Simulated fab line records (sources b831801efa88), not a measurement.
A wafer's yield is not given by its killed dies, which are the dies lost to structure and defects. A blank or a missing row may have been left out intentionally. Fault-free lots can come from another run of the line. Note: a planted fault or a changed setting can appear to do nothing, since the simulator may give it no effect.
fab line records	flow sky130
record: lots: 6	wafers: 18	last-day: 50
route steps=708 shown VIA3@585 METAL4@598 PAD_OPEN@708
lots with no fault: from the same line, run without faults
start-h: hours from the record's opening day to when the first of the lot's shown wafers began	wait-h: time in hours since the lot's previous step	" repeats the value in the row above	L1.1+2: several wafers, shown together as one row	- no value present, or no start provided	* or withheld: withheld	< > ~ a bound
route shown NAME@n: NAME is a module with steps in the file, n the number in the route of the first one	usual: mean/standard deviation of fault-free wafers	same: alike in all rows	chamber/n: place in a boat	sites: readings site by site	_std_site: their standard deviation	_edge_site: mean of outer sites minus mean of inner sites	radius-mm: how far each site lies from the wafer's centre	mask NAME#n: copy n	behind: the tool/chamber that last shaped the wafer	hold: what put the lot on hold/how long, in hours/how the hold closed	device: names the non-switching transistor (n, p or np)	end of line: tests run on the same wafers once the route is complete	step lacking rows: just its recipe	killed: at the first sort, the dies lost to defects and structure; wafer yield is something else	map: a wafer's dies, x killed, . not, _ none there
set.NAME: setting as actually run; set.NAME@STEP: the setting as run at that earlier step	model.NAME: the simulator's own value behind a step, which no gauge read
lots at selected steps of the route; one table per step, one row per wafer
services: when a tool's chamber went out of use (start-h, in hours from the record's first day, below 0 if earlier), for how many hours, and the reason
== steps ==
step: SKY_VIA3_CD_MEAS_12
recipe: target-cd-nm: 200
usual: cd-nm: 199.6/1.6
lot.wafer	tool	chamber	start-h	wait-h	cd-nm
L233.3	cd-sem-02	-	954.81	-	198.8
L233.5	"	-	"	"	198.4
L233.6	"	-	"	"	198.9
L237.2	cd-sem-02	-	978.94	-	199.5
L237.4	"	-	"	"	199.5
L237.5	"	-	"	"	199.1
L249.2	cd-sem-01	-	1056.59	-	200.2
L249.3	"	-	"	"	199.3
L249.6	"	-	"	"	200.3
L251.2	cd-sem-02	-	1061.39	-	202.4
L251.5	"	-	"	"	202.1
L251.6	"	-	"	"	200.5
L252.2	cd-sem-02	-	1075.24	-	198.4
L252.4	"	-	"	"	198.9
L252.5	"	-	"	"	199.4
L254.1	cd-sem-02	-	1090.97	-	198.8
L254.2	"	-	"	"	196.9
L254.5	"	-	"	"	197.8
step: SKY_VIA3_OVL_MEAS_13
usual: VIA3_OVL: -1/6.8
lot.wafer	tool	chamber	start-h	wait-h	VIA3_OVL[nm]
L233.3	overlay-02	-	954.91	0.1	-4
L233.5	"	-	"	"	-5
L233.6	"	-	"	"	9
L237.2	overlay-01	-	979.05	0.1	-16
L237.4	"	-	"	"	-7
L237.5	"	-	"	"	-17
L249.2	overlay-01	-	1056.70	0.1	-14
L249.3	"	-	"	"	-9
L249.6	"	-	"	"	-8
L251.2	overlay-01	-	1061.50	0.1	-1
L251.5	"	-	"	"	-3
L251.6	"	-	"	"	7
L252.2	overlay-01	-	1075.35	0.1	3
L252.4	"	-	"	"	-6
L252.5	"	-	"	"	2
L254.1	overlay-01	-	1091.09	0.1	12
L254.2	"	-	"	"	-2
L254.5	"	-	"	"	0
step: SKY_VIA3_ETCH_14
recipe: chemistry: N2/H2	target: BARC	ion-energy-ev: 200	source-w: 500	bias-w: 100	pressure-mtorr: 30	n2-flow-sccm: 100	h2-flow-sccm: 200	stop-on: SiO2	time-s: 45.9	target-depth-a: 600
usual: drypump-motor-current-A: 5.7/0.48	oes-product-au: 0.855/0.005	throttle-valve-pct: 13.225/0.0082
lot.wafer	tool	chamber	start-h	wait-h	drypump-motor-current-A	oes-product-au	rf-hours-counter-h	throttle-valve-pct
L233.3	rie-diel-02	0	954.93	0.0	6.2	0.852	24	13.224
L233.5	"	0	"	"	6.2	0.835	-	13.230
L233.6	"	1	"	"	6.6	0.854	-	13.237
L237.2	rie-diel-01	2	979.08	0.0	5.3	0.847	13	13.213
L237.4	"	2	"	"	5.3	0.851	-	13.230
L237.5	"	3	"	"	5.1	0.859	-	13.224
L249.2	rie-diel-04	0	1056.73	0.0	5.8	0.856	21	13.230
L249.3	"	1	"	"	5.1	0.851	24	13.231
L249.6	"	3	"	"	5.8	0.848	-	13.223
L251.2	rie-diel-02	1	1061.53	0.0	6.6	0.851	15	13.231
L251.5	"	1	"	"	6.6	0.860	-	13.227
L251.6	"	2	"	"	5.9	0.855	-	13.242
L252.2	rie-diel-01	1	1075.38	0.0	5.2	0.861	19	13.222
L252.4	"	3	"	"	5.0	0.864	28	13.234
L252.5	"	1	"	"	5.2	0.847	-	13.234
L254.1	rie-diel-04	0	1091.13	0.0	5.8	0.847	23	13.233
L254.2	"	2	"	"	5.8	0.851	11	13.225
L254.5	"	2	"	"	5.9	0.851	-	13.221
step: SKY_VIA3_ETCH_15
recipe: target: SiO2	chemistry: C4F8/O2/Ar	target-depth-nm: 507	stop-on: TiN	mask-material: KrF-thick	source-w: 1500	bias-w: 1200	pressure-mtorr: 40	c4f8-flow-sccm: withheld	O2_flow_sccm: 6	Ar_flow_sccm: 300	time-s: 78
step: SKY_VIA3_STRIP_16
recipe: chemistry: O2/N2	power-w: 1400	pressure-mtorr: 1500	platen-temp-c: withheld	o2-flow-sccm: 3000	n2-flow-sccm: 300	overash-fraction: 0.5
usual: drypump-motor-current-A: 5.65/0.17	oes-product-au: 0.402/0.0042	strip-time-to-endpoint-s: 4.130/0.02
lot.wafer	tool	chamber	start-h	wait-h	drypump-motor-current-A	oes-product-au	rf-hours-counter-h	strip-time-to-endpoint-s
L233.3	plasma-asher-01	1	955.06	0.1	5.73	0.406	-	4.101
L233.5	"	0	"	"	5.50	0.404	-	4.131
L233.6	"	1	"	"	5.73	0.407	-	4.130
L237.2	plasma-asher-02	0	979.18	0.0	5.62	0.400	83	4.133
L237.4	"	1	"	"	5.86	0.410	-	4.152
L237.5	"	0	"	"	5.61	0.407	-	4.155
L249.2	plasma-asher-02	1	1056.83	0.0	5.88	0.399	90	4.142
L249.3	"	1	"	"	5.86	0.408	-	4.116
L249.6	"	1	"	"	5.87	0.406	-	4.127
L251.2	plasma-asher-01	0	1061.63	0.0	5.50	0.400	63	4.138
L251.5	"	1	"	"	5.76	0.406	-	4.154
L251.6	"	0	"	"	5.50	0.402	-	4.159
L252.2	plasma-asher-01	0	1075.48	0.0	5.48	0.407	65	4.114
L252.4	"	0	"	"	5.47	0.403	-	4.121
L252.5	"	1	"	"	5.74	0.399	-	4.104
L254.1	plasma-asher-03	1	1091.23	0.0	5.36	0.398	34	4.132
L254.2	"	0	"	"	5.81	0.397	34	4.106
L254.5	"	0	"	"	5.84	0.395	-	4.117
step: SKY_VIA3_STRIP_17
recipe: chemistry: post-etch-residue-remover	time-s: 1200	temp-c: 72.5
step: SKY_VIA3_CLEAN_18
recipe: chemistry: IPA	time-s: 180	temp-c: 25
step: SKY_VIA3_CLEAN_19
recipe: chemistry: O3/DIW	dry: n2-spin
step: SKY_VIA3_SPUTTER_20
recipe: material: TiN	target-thk-nm: 20	chamber-pressure-pa: 5	power-w: 4000	time-s: 80
usual: cathode-dc-power-W: 3999.9/0.69	throttle-valve-pct: 30.1/0.79
lot.wafer	tool	chamber	start-h	wait-h	cathode-dc-power-W	throttle-valve-pct
L233.3	pvd-sputter-02	-	955.69	0.0	4001.4	29.1
L233.5	"	-	"	"	4000.3	29.0
L233.6	"	-	"	"	3999.9	31.4
L237.2	pvd-sputter-02	-	979.82	0.0	4000.0	29.3
L237.4	"	-	"	"	4000.8	31.3
L237.5	"	-	"	"	3999.5	31.2
L249.2	pvd-sputter-01	-	1057.46	0.0	3998.9	31.0
L249.3	"	-	"	"	3999.2	30.0
L249.6	"	-	"	"	3999.7	30.6
L251.2	pvd-sputter-01	-	1062.25	0.0	4001.0	30.9
L251.5	"	-	"	"	4001.3	30.7
L251.6	"	-	"	"	3999.8	29.9
L252.2	pvd-sputter-02	-	1076.11	0.0	4000.3	29.9
L252.4	"	-	"	"	3998.8	29.3
L252.5	"	-	"	"	3999.8	29.3
L254.1	pvd-sputter-02	-	1091.82	0.0	4000.6	31.4
L254.2	"	-	"	"	4000.6	29.4
L254.5	"	-	"	"	3998.5	31.5
step: SKY_VIA3_CVD_21
recipe: material: W	target-thk-nm: 390	time-s: 117.31	temp-c: 400	pressure-torr: 40
usual: heater-power-w: 818/76
lot.wafer	tool	chamber	start-h	wait-h	heater-power-w
L233.3	cvd-w-01	1	955.79	0.1	922
L233.5	"	0	"	"	852
L233.6	"	1	"	"	901
L237.2	cvd-w-02	0	979.88	0.0	707
L237.4	"	1	"	"	777
L237.5	"	1	"	"	763
L249.2	cvd-w-01	1	1057.52	0.0	923
L249.3	"	1	"	"	934
L249.6	"	1	"	"	907
L251.2	cvd-w-01	1	1062.31	0.0	880
L251.5	"	0	"	"	868
L251.6	"	1	"	"	927
L252.2	cvd-w-01	0	1076.18	0.0	874
L252.4	"	1	"	"	914
L252.5	"	1	"	"	897
L254.1	cvd-w-02	0	1091.89	0.0	691
L254.2	"	1	"	"	785
L254.5	"	1	"	"	778
step: SKY_VIA3_RS_MEAS_22
recipe: thk-meas-gauge: four-point-probe	reads: W_of_VIA3_CVD_21+TiN_of_VIA3_SPUTTER_20
usual: VIA3_W_RS: 0.297/0.0033
lot.wafer	tool	chamber	start-h	wait-h	VIA3_W_RS[ohm/sq]
L233.3	film-metro-03	-	955.91	0.1	0.291
L233.5	"	-	"	"	0.297
L233.6	"	-	"	"	0.295
L237.2	film-metro-03	-	980.02	0.1	0.293
L237.4	"	-	"	"	0.295
L237.5	"	-	"	"	0.295
L249.2	film-metro-01	-	1057.66	0.1	0.294
L249.3	"	-	"	"	0.293
L249.6	"	-	"	"	0.291
L251.2	film-metro-01	-	1062.45	0.1	0.290
L251.5	"	-	"	"	0.293
L251.6	"	-	"	"	0.295
L252.2	film-metro-03	-	1076.32	0.1	0.298
L252.4	"	-	"	"	0.298
L252.5	"	-	"	"	0.294
L254.1	film-metro-03	-	1092.01	0.1	0.297
L254.2	"	-	"	"	0.292
L254.5	"	-	"	"	0.298
step: SKY_VIA3_THK_MEAS_23
recipe: thk-meas-gauge: xrf	reads: W_of_VIA3_CVD_21
usual: VIA3_W_THK: 385/5.3
lot.wafer	tool	chamber	start-h	wait-h	VIA3_W_THK[nm]
L233.3	film-metro-03	-	956.01	0.1	391
L233.5	"	-	"	"	384
L233.6	"	-	"	"	389
L237.2	film-metro-03	-	980.13	0.1	398
L237.4	"	-	"	"	391
L237.5	"	-	"	"	391
L249.2	film-metro-01	-	1057.77	0.1	382
L249.3	"	-	"	"	382
L249.6	"	-	"	"	386
L251.2	film-metro-01	-	1062.56	0.1	387
L251.5	"	-	"	"	383
L251.6	"	-	"	"	381
L252.2	film-metro-03	-	1076.43	0.1	387
L252.4	"	-	"	"	389
L252.5	"	-	"	"	389
L254.1	film-metro-03	-	1092.13	0.1	377
L254.2	"	-	"	"	384
L254.5	"	-	"	"	380
step: SKY_VIA3_CMP_24
recipe: stop-on: SiO2	t-overpolish-s: 20	down-force-psi: 3.5	platen-rpm: 60	target-thk-nm: 0	pad-velocity-m-s: 0.94248
usual: motor-current-A: 11.3/1.1	overpolish-run-s: 20.000/0.0087	t-overpolish-s: 20/0	time-to-endpoint-s: 93/3
lot.wafer	tool	chamber	start-h	wait-h	motor-current-A	overpolish-run-s	t-overpolish-s	time-to-endpoint-s
L233.3	cmp-01	1	956.10	0.1	11.0	19.995	20	99
L233.5	"	0	"	"	11.5	20.012	20	89
L233.6	"	1	"	"	10.9	19.983	20	98
L237.2	cmp-02	3	980.23	0.1	11.2	20.001	20	97
L237.4	"	0	"	"	9.6	20.003	20	91
L237.5	"	2	"	"	12.3	20.007	20	93
L249.3	cmp-01	1	1058.09	0.3	11.9	21.909	21.911	93
L249.2	"	3	"	"	10.6	21.924	21.911	94
L249.6	"	1	"	"	11.9	21.904	21.911	93
L251.2	cmp-01	0	1062.61	0.0	11.1	21.895	21.911	92
L251.6	"	0	"	"	10.9	21.905	21.911	90
L251.5	"	1	"	"	11.3	21.897	21.911	93
L252.4	cmp-02	3	1076.48	0.0	11.0	19.986	20	95
L252.2	"	1	"	"	12.9	20.007	20	91
L252.5	"	3	"	"	11.1	20.003	20	97
L254.2	cmp-02	0	1092.24	0.1	9.5	19.994	20	95
L254.1	"	1	"	"	13.3	19.997	20	94
L254.5	"	0	"	"	9.8	20.003	20	93
step: SKY_METAL4_SPUTTER_00
recipe: material: Ti	target-thk-nm: 15	power-w: 3000	time-s: 10	chamber-pressure-pa: 0.4
usual: cathode-dc-power-W: 3000.0/0.58	throttle-valve-pct: 30.2/0.72
lot.wafer	tool	chamber	start-h	wait-h	cathode-dc-power-W	throttle-valve-pct
L233.3	pvd-sputter-03	-	956.35	0.2	3000.3	30.3
L233.5	"	-	"	"	2999.6	30.3
L233.6	"	-	"	"	2999.6	30.9
L237.2	pvd-sputter-04	-	980.48	0.2	2998.6	30.3
L237.4	"	-	"	"	3000.2	29.3
L237.5	"	-	"	"	2999.8	29.3
L249.2	pvd-sputter-04	-	1058.39	0.1	2999.6	29.3
L249.3	"	-	"	"	2999.7	31.7
L249.6	"	-	"	"	3000.2	29.7
L251.2	pvd-sputter-02	-	1062.91	0.2	2998.6	29.9
L251.5	"	-	"	"	3000.4	31.5
L251.6	"	-	"	"	2999.0	29.2
L252.2	pvd-sputter-03	-	1076.78	0.1	2999.9	30.3
L252.4	"	-	"	"	3000.0	31.0
L252.5	"	-	"	"	2999.4	30.3
L254.1	pvd-sputter-04	-	1092.49	0.1	3000.0	29.3
L254.2	"	-	"	"	3000.5	30.2
L254.5	"	-	"	"	2999.7	30.1
step: SKY_PAD_OPEN_PROBE_99
usual: defect-limited-yield: 82.5/2	killed_at_M0_to_M3: 44/7	killed_at_M4_up: 3.4/1.7	killed-at-contacts: 24/4.9	killed-at-front-end: 15/4.5	killed-at-other: 0.4/0.61	killed-dies: 86/9.7	killed-open: 47/7.1	killed-short: 39/6.1	sort_bin_3_pad_short: 0.9/0.42	sort_bin_5_function: 10.4/1.4	sort_bin_6_memory: 6.2/1.2	sort-n-pass: 406/9.7	sort-yield-pct: 82.5/2
same: gross-dies: 492	killed-at-back-side: 0	sort_bin_4_leakage[%]: 0	sort_bin_8_speed[%]: 0
lot.wafer	tool	chamber	start-h	wait-h	defect-limited-yield[%]	killed_at_M0_to_M3	killed_at_M4_up	killed-at-contacts	killed-at-front-end	killed-at-other	killed-dies	killed-open	killed-short	sort_bin_3_pad_short[%]	sort_bin_5_function[%]	sort_bin_6_memory[%]	sort-n-pass	sort-yield-pct[%]
L233.3	prober-01	-	1096.38	0.2	82.7	42	4	28	11	0	85	49	36	1.6	9.6	6.1	407	82.7
L233.5	prober-01	-	1096.48	0.2	77.4	54	9	31	17	0	111	55	56	1.6	12.8	8.1	381	77.4
L233.6	prober-01	-	1096.53	0.2	82.9	43	4	22	15	0	84	44	40	0.8	10.0	6.3	408	82.9
L237.2	prober-02	-	1119.25	0.1	82.7	25	2	29	29	0	85	45	39	1.2	11.0	5.1	407	82.7
L237.4	prober-02	-	1119.35	0.2	79.5	50	2	28	20	1	101	59	41	0.6	13.4	6.5	391	79.5
L237.5	prober-02	-	1119.40	0.2	81.7	50	4	22	14	0	90	45	45	1.2	10.8	6.3	402	81.7
L249.2	prober-01	-	1181.53	0.1	79.7	51	2	26	21	0	100	60	39	0.4	11.6	8.3	392	79.7
L249.3	prober-01	-	1181.58	0.2	81.1	50	3	25	15	0	93	47	43	1.2	10.4	7.3	399	81.1
L249.6	prober-01	-	1181.73	0.2	83.3	34	5	29	14	0	82	49	33	0.6	10.2	5.9	410	83.3
L251.2	prober-02	-	1184.94	0.1	83.1	38	6	24	15	0	83	43	39	1.2	9.3	6.3	409	83.1
L251.5	prober-02	-	1185.09	0.2	77.0	57	2	27	27	0	113	65	48	1.0	12.8	9.1	379	77.0
L251.6	prober-02	-	1185.14	0.2	83.1	43	3	23	14	0	83	42	39	0.8	10.6	5.5	409	83.1
L252.2	prober-01	-	1194.93	0.1	80.9	47	2	27	17	1	94	57	37	0.6	11.6	6.9	398	80.9
L252.4	prober-01	-	1195.03	0.2	84.1	46	2	18	11	1	78	35	43	0.6	11.0	4.3	414	84.1
L252.5	prober-01	-	1195.08	0.2	85.0	44	5	12	13	0	74	41	33	0	8.7	6.3	418	85.0
L254.1	prober-01	-	1207.69	0.1	83.9	46	2	17	14	0	79	46	32	0.2	11.0	4.9	413	83.9
L254.2	prober-01	-	1207.74	0.1	81.5	48	5	24	14	0	91	51	39	1.0	9.6	7.9	401	81.5
L254.5	prober-01	-	1207.89	0.2	84.8	45	2	14	14	0	75	43	32	0.6	9.1	5.5	417	84.8
killed by level:class
L233.3 CONTACT:geometric-particle:open=11 VIA2:geometric-particle:open=8 VIA1:geometric-particle:open=8 CONTACT:geometric-particle:short=7 VIA3:geometric-particle:open=6 LI_CONTACT:geometric-particle:short=5 LI_CONTACT:geometric-particle:open=4 VIA1:geometric-particle:short=4
L233.5 CONTACT:geometric-particle:open=11 METAL2:geometric-particle:short=11 VIA2:geometric-particle:open=8 VIA1:geometric-particle:short=7 LI_CONTACT:geometric-particle:open=7 VIA1:geometric-particle:open=7 FIELD_ISO:geometric-particle:open=6 VIA3:geometric-particle:open=6
L233.6 VIA1:geometric-particle:open=13 CONTACT:geometric-particle:open=10 CONTACT:geometric-particle:short=9 VIA1:geometric-particle:short=8 VIA2:geometric-particle:open=5 SPACER:geometric-particle:open=4 METAL4:geometric-particle:short=4 FIELD_ISO:geometric-particle:short=3
L237.2 FIELD_ISO:geometric-particle:open=11 CONTACT:geometric-particle:open=9 FIELD_ISO:geometric-particle:short=7 LOCAL_INTERCONNECT:geometric-particle:short=7 METAL3:geometric-particle:short=5 CONTACT:geometric-particle:short=5 LI_CONTACT:geometric-particle:open=5 VIA3:geometric-particle:open=4
L237.4 VIA3:geometric-particle:open=16 CONTACT:geometric-particle:open=11 FIELD_ISO:geometric-particle:open=9 VIA1:geometric-particle:open=9 LI_CONTACT:geometric-particle:open=5 VIA2:geometric-particle:short=5 LI_CONTACT:geometric-particle:short=4 VIA1:geometric-particle:short=4
L237.5 VIA1:geometric-particle:open=10 LI_CONTACT:geometric-particle:open=9 VIA3:geometric-particle:open=8 VIA2:geometric-particle:open=7 CONTACT:geometric-particle:short=6 METAL1:geometric-particle:short=6 METAL2:geometric-particle:short=6 METAL3:geometric-particle:short=5
L249.2 VIA1:geometric-particle:open=20 CONTACT:geometric-particle:open=11 VIA2:geometric-particle:open=9 CONTACT:geometric-particle:short=7 METAL1:geometric-particle:short=5 POLY_GATE:geometric-particle:short=4 POLY_GATE:geometric-particle:open=4 LI_CONTACT:geometric-particle:open=4
L249.3 VIA1:geometric-particle:open=12 CONTACT:geometric-particle:open=8 LOCAL_INTERCONNECT:geometric-particle:short=5 VIA1:geometric-particle:short=5 VIA2:geometric-particle:open=5 VIA3:geometric-particle:short=5 VIA3:geometric-particle:open=5 FIELD_ISO:geometric-particle:open=4
L249.6 CONTACT:geometric-particle:open=14 CONTACT:geometric-particle:short=7 VIA3:geometric-particle:open=6 VIA2:geometric-particle:open=6 VIA1:geometric-particle:open=6 FIELD_ISO:geometric-particle:open=5 METAL1:geometric-particle:short=5 VIA1:geometric-particle:short=4
L251.2 VIA1:geometric-particle:open=13 METAL2:geometric-particle:short=7 LI_CONTACT:geometric-particle:open=6 LOCAL_INTERCONNECT:geometric-particle:short=6 CONTACT:geometric-particle:open=5 POLY_GATE:geometric-particle:short=4 POLY_GATE:geometric-particle:open=4 VIA1:geometric-particle:short=4
L251.5 VIA3:geometric-particle:open=12 CONTACT:geometric-particle:open=11 VIA1:geometric-particle:open=10 LI_CONTACT:geometric-particle:open=10 METAL2:geometric-particle:short=9 POLY_GATE:geometric-particle:short=8 POLY_GATE:geometric-particle:open=8 METAL1:geometric-particle:short=7
L251.6 CONTACT:geometric-particle:open=9 VIA1:geometric-particle:open=8 VIA2:geometric-particle:open=8 LI_CONTACT:geometric-particle:open=7 METAL1:geometric-particle:short=6 METAL2:geometric-particle:short=6 VIA1:geometric-particle:short=5 FIELD_ISO:geometric-particle:short=3
L252.2 VIA1:geometric-particle:open=15 LI_CONTACT:geometric-particle:open=10 VIA3:geometric-particle:open=9 CONTACT:geometric-particle:open=6 VIA1:geometric-particle:short=6 FIELD_ISO:geometric-particle:open=5 LOCAL_INTERCONNECT:geometric-particle:short=5 VIA2:geometric-particle:open=5
L252.4 VIA1:geometric-particle:open=11 VIA2:geometric-particle:short=9 VIA2:geometric-particle:open=7 METAL2:geometric-particle:short=6 CONTACT:geometric-particle:short=5 POLY_GATE:geometric-particle:short=4 CONTACT:geometric-particle:open=4 METAL1:geometric-particle:short=4
L252.5 VIA1:geometric-particle:open=13 VIA1:geometric-particle:short=7 VIA2:geometric-particle:open=7 CONTACT:geometric-particle:open=5 VIA3:geometric-particle:open=4 POLY_GATE:geometric-particle:open=4 METAL1:geometric-particle:short=4 METAL2:geometric-particle:short=4
L254.1 VIA1:geometric-particle:open=12 VIA3:geometric-particle:open=9 VIA2:geometric-particle:open=7 LI_CONTACT:geometric-particle:open=6 CONTACT:geometric-particle:open=5 METAL1:geometric-particle:short=5 METAL2:geometric-particle:short=5 POLY_GATE:geometric-particle:short=4
L254.2 CONTACT:geometric-particle:open=12 VIA3:geometric-particle:open=12 VIA1:geometric-particle:short=7 METAL2:geometric-particle:short=6 VIA2:geometric-particle:open=6 VIA1:geometric-particle:open=5 CONTACT:geometric-particle:short=5 POLY_GATE:geometric-particle:open=4
L254.5 VIA2:geometric-particle:open=10 VIA3:geometric-particle:open=9 VIA1:geometric-particle:open=8 CONTACT:geometric-particle:open=7 VIA2:geometric-particle:short=4 VIA3:geometric-particle:short=4 FIELD_ISO:geometric-particle:short=3 LOCAL_INTERCONNECT:geometric-particle:short=3
== services ==
tool	chamber	start-h	hours	kind
cmp-01	-	931.04	23.4	repair
cvd-w-02	1	933.41	2.8	repair
rie-diel-01	2	940.84	7.3	repair
cmp-01	-	941.94	1.1	repair
plasma-asher-03	-	949.05	14.6	pm
pvd-sputter-01	-	953.55	0.6	repair
rie-diel-01	1	969.33	19.9	repair
rie-diel-02	3	974.01	12.0	repair
plasma-asher-02	-	1001.02	6.4	repair
pvd-sputter-04	-	1002.12	4.5	repair
cvd-w-01	0	1005.84	2.9	repair
cvd-w-02	1	1021.33	5.4	repair
rie-diel-01	-	1028.10	4.2	repair
cmp-01	-	1042.19	10.5	pm
pvd-sputter-01	-	1046.20	4.0	repair
rie-diel-01	1	1053.00	20.2	repair
pvd-sputter-02	-	1054.42	3.2	repair
cmp-02	-	1054.84	4.6	pm
rie-diel-01	-	1056.77	2.8	pm
rie-diel-04	3	1062.01	1.8	repair
rie-diel-04	3	1066.56	6.9	repair
plasma-asher-02	-	1081.60	10.9	repair
cmp-02	-	1084.12	4.0	pm
rie-diel-02	-	1090.71	2.8	pm
== key ==
first-sign: step: SKY_VIA3_CMP_24	reading: t-overpolish-s	direction: up	sigmas: 99+	usual: 20	struck: 21.911
effect: step: SKY_VIA3_CMP_24	reading: overpolish-run-s	direction: up	sigmas: 99+	usual: 20.000	struck: 21.906
met-at SKY_VIA3_CMP_24
struck-wafers L249.2,L249.3,L249.6,L251.2,L251.5,L251.6
onset-between 956.10 1058.09
fault: kind: process-parameter-drift	tool: cmp-01	chamber: -	onset-h: 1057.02	steps: SKY_VIA3_CMP_24	channel: t-overpolish-s	offset: 1.9112	shape: step	end-h: 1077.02	acts-in: these-recipes-only	stated: 20
